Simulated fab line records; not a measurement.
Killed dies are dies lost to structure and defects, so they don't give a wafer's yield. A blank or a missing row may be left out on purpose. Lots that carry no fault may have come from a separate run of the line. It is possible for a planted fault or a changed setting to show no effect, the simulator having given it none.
What tool caused it? / flow gf180mcu / 36 wafers from 12 lots sampled at 3 of the route's 602 steps

== WHAT EACH GAUGE READ, for each wafer ==
GF_V5_CD_MEAS_14: the cd target is 260 nm. Usual: cd nm at 259.7 nm, with a standard deviation of 1.1.
lot=L424; measured=day 27 09:58; on=cd sem-01; cd nm (nm)=260.0 258.4 259.7; flag=
lot=L425; measured=day 27 15:20; on=cd sem-01; cd nm (nm)=261.5 260.3 260.1; flag=
lot=L426; measured=day 28 04:10; on=cd sem-01; cd nm (nm)=259.0 259.3 258.9; flag=
lot=L427; measured=day 28 13:55; on=cd sem-01; cd nm (nm)=258.9 260.2 259.4; flag=
lot=L429; measured=day 29 08:16; on=cd sem-01; cd nm (nm)=260.3 258.0 258.8; flag=
lot=L431; measured=day 29 15:51; on=cd sem-02; cd nm (nm)=260.3 259.8 259.5; flag=
lot=L432; measured=day 29 17:58; on=cd sem-02; cd nm (nm)=259.8 260.7 259.5; flag=
lot=L433; measured=day 30 08:18; on=cd sem-01; cd nm (nm)=259.8 260.2 259.5; flag=
lot=L442; measured=day 32 14:51; on=cd sem-02; cd nm (nm)=260.7 260.7 261.0; flag=
lot=L443; measured=day 32 20:48; on=cd sem-02; cd nm (nm)=260.9 260.7 262.2; flag=
lot=L444; measured=day 33 00:28; on=cd sem-02; cd nm (nm)=269.3 269.1 268.3; flag=OFF
lot=L445; measured=day 33 08:07; on=cd sem-02; cd nm (nm)=269.3 269.0 268.3; flag=OFF

== WHAT TOOL EACH LOT RAN ON (gives the tool, then ch and the chambers of the sampled wafers, and finally the start) ==
lot=L424; GF_MIM_SPUTTER_02=pvd sputter-03, day 24 15:20; GF_V5_PEB_12=litho track-03 ch 0, day 27 09:38
lot=L425; GF_MIM_SPUTTER_02=pvd sputter-04, day 25 00:14; GF_V5_PEB_12=litho track-04 ch 0, day 27 14:59
lot=L426; GF_MIM_SPUTTER_02=pvd sputter-04, day 25 12:44; GF_V5_PEB_12=litho track-04 ch 0, day 28 03:49
lot=L427; GF_MIM_SPUTTER_02=pvd sputter-04, day 25 22:29; GF_V5_PEB_12=litho track-01 ch 0, day 28 13:34
lot=L429; GF_MIM_SPUTTER_02=pvd sputter-04, day 26 19:28; GF_V5_PEB_12=litho track-01 ch 0, day 29 07:55
lot=L431; GF_MIM_SPUTTER_02=pvd sputter-03, day 27 04:11; GF_V5_PEB_12=litho track-03 ch 0, day 29 15:30
lot=L432; GF_MIM_SPUTTER_02=pvd sputter-03, day 27 05:39; GF_V5_PEB_12=litho track-01 ch 0, day 29 17:38
lot=L433; GF_MIM_SPUTTER_02=pvd sputter-04, day 27 20:18; GF_V5_PEB_12=litho track-03 ch 0, day 30 07:57
lot=L442; GF_MIM_SPUTTER_02=pvd sputter-03, day 30 09:40; GF_V5_PEB_12=litho track-03 ch 0, day 32 14:28
lot=L443; GF_MIM_SPUTTER_02=pvd sputter-01, day 30 15:35; GF_V5_PEB_12=litho track-03 ch 0, day 32 20:27
lot=L444; GF_MIM_SPUTTER_02=pvd sputter-03, day 30 19:37; GF_V5_PEB_12=litho track-03 ch 0, day 33 00:08
lot=L445; GF_MIM_SPUTTER_02=pvd sputter-04, day 31 04:25; GF_V5_PEB_12=litho track-03 ch 0, day 33 07:47
- GF_MIM_SPUTTER_02: material AlCu, target thk 450 nm, time 23.9 s.
- GF_V5_PEB_12: peb time 90 s.

== AS READ BY THE TOOLS THEMSELVES (means over the sampled wafers that have a number; for cases with no such wafer, the mark the record gives instead) ==
GF_MIM_SPUTTER_02. Usual: throttle valve pct at 29.8 %, with a standard deviation of 0.49.
lot=L424; tool=pvd sputter-03; throttle valve pct (%)=29.6; flag=
lot=L425; tool=pvd sputter-04; throttle valve pct (%)=29.7; flag=
lot=L426; tool=pvd sputter-04; throttle valve pct (%)=29.5; flag=
lot=L427; tool=pvd sputter-04; throttle valve pct (%)=30.2; flag=
lot=L429; tool=pvd sputter-04; throttle valve pct (%)=29.5; flag=
lot=L431; tool=pvd sputter-03; throttle valve pct (%)=29.8; flag=
lot=L432; tool=pvd sputter-03; throttle valve pct (%)=29.8; flag=
lot=L433; tool=pvd sputter-04; throttle valve pct (%)=29.7; flag=
lot=L442; tool=pvd sputter-03; throttle valve pct (%)=30.3; flag=
lot=L443; tool=pvd sputter-01; throttle valve pct (%)=29.8; flag=
lot=L444; tool=pvd sputter-03; throttle valve pct (%)=30.2; flag=
lot=L445; tool=pvd sputter-04; throttle valve pct (%)=29.4; flag=

GF_V5_PEB_12. Usual: heater power total W 85.70 W, standard deviation 0.087; plate temp C 135.01 C, standard deviation 0.13.
lot=L424; tool=litho track-03; heater power total W (W)=85.72; plate temp C (C)=134.79; flag=
lot=L425; tool=litho track-04; heater power total W (W)=85.68; plate temp C (C)=135.03; flag=
lot=L426; tool=litho track-04; heater power total W (W)=85.69; plate temp C (C)=134.95; flag=
lot=L427; tool=litho track-01; heater power total W (W)=85.77; plate temp C (C)=134.90; flag=
lot=L429; tool=litho track-01; heater power total W (W)=85.70; plate temp C (C)=135.19; flag=
lot=L431; tool=litho track-03; heater power total W (W)=85.70; plate temp C (C)=134.94; flag=
lot=L432; tool=litho track-01; heater power total W (W)=85.67; plate temp C (C)=134.98; flag=
lot=L433; tool=litho track-03; heater power total W (W)=85.64; plate temp C (C)=135.02; flag=
lot=L442; tool=litho track-03; heater power total W (W)=85.74; plate temp C (C)=134.99; flag=
lot=L443; tool=litho track-03; heater power total W (W)=85.60; plate temp C (C)=135.12; flag=
lot=L444; tool=litho track-03; heater power total W (W)=88.97; plate temp C (C)=139.09; flag=OFF
lot=L445; tool=litho track-03; heater power total W (W)=89.04; plate temp C (C)=138.98; flag=OFF

== THE ANSWER, worked out from the rows above alone ==
Rule: take the mean of a lot's wafers that have a number; if it is more than 3 standard deviations from the usual mean, the lot is off. A lot without any number at a reading at which 4 lots or more have one is off too. Any other lot the step has rows for is counted as sound. After the gauges, taken in route order, come the tools' own readings; for these a lot's mean is taken, as printed above. At the first step where some lot is off, the reading lying furthest off is the one used; lots without a number count as furthest.
Off: L444, L445, at GF_V5_CD_MEAS_14 (cd nm).
A tool fits if, at a process step before that reading, it ran every lot that is off, and no sound lot after the first of them. The gauges at GF_V5_CD_MEAS_14 aren't tried: what is off there is off at GF_V5_PEB_12 too, on other tools, and a gauge's error can't cause that. One fits: GF_V5_PEB_12 on litho track-03. Its last sound lot is L443 (day 32 20:27), its first lot that is off L444 (day 33 00:08): a fault that began between those two fits.
The tool's own readings at GF_V5_PEB_12 bear it out: on the lots that are off they differ by more than 5 times the standard deviation of the sound lots' means. heater power total W reads 89.00 W there against 85.69 W on the sound lots; plate temp C reads 139.03 C there against 134.99 C on the sound lots.

== WHAT HAD BEEN PUT IN BY THE SIMULATOR ==
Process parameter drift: litho track-03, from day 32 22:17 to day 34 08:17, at GF_V5_PEB_12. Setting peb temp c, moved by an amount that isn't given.
Lots struck among those shown: L444, L445. This agrees with what the rule above found.
